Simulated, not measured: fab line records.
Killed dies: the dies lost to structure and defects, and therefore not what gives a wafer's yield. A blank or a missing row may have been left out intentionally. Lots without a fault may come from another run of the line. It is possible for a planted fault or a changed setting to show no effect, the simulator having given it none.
Which tool did it? ; flow gf180mcu ; 12 lots, 36 wafers sampled, at 1 step of a route of 602

WHAT THE GAUGES READ, wafer by wafer
GF_PSD_OVL_MEAS_08.
lot;measured;on;PSD_OVL (nm)
L075;day 14 08:47;overlay-02;-1.0 -0.6 0.5
L077;day 15 02:34;overlay-02;-1.0 -0.5 -1.2
L079;day 16 03:26;overlay-01;-0.5 -1.2 -1.5
L081;day 16 20:17;overlay-02;-1.1 -0.9 0.3
L083;day 17 07:35;overlay-02;0.0 0.4 0.4
L085;day 18 15:28;overlay-01;0.4 0.2 -0.1
L087;day 19 06:59;overlay-01;-1.8 0.1 -0.3
L089;day 19 22:43;overlay-02;-1.6 -0.9 -0.4
L091;day 20 15:04;overlay-01;-0.8 1.3 0.6
L093;day 20 19:46;overlay-02;-1.2 -0.5 -1.7
L095;day 21 10:23;overlay-02;1.7 0.4 0.4
L097;day 22 01:59;overlay-02;0.1 0.2 0.8

WHICH TOOL RAN EACH LOT (tool, then ch and the chambers of the sampled wafers, then the start)
Before these readings, the record contains no process step.

THE ANSWER, worked out from the rows above alone
Rule: the usual values come from the lots themselves. Put in order of their means at a reading, lots are off if they are a third of the lots or fewer, leave a main group of 4 or more, and stand apart from it by a gap of 3 or more times the standard deviation of the main group's means; of several such gaps the widest counts. If all means in a main group match to the digits the tables above print for the reading, that group is not used. Also off: a lot with no number at a reading for which 4 or more lots have one. All remaining lots with rows at the step are treated as sound.
No lot is off on any of the readings shown, so nothing can be concluded from this.

WHAT THE SIMULATOR PUT IN
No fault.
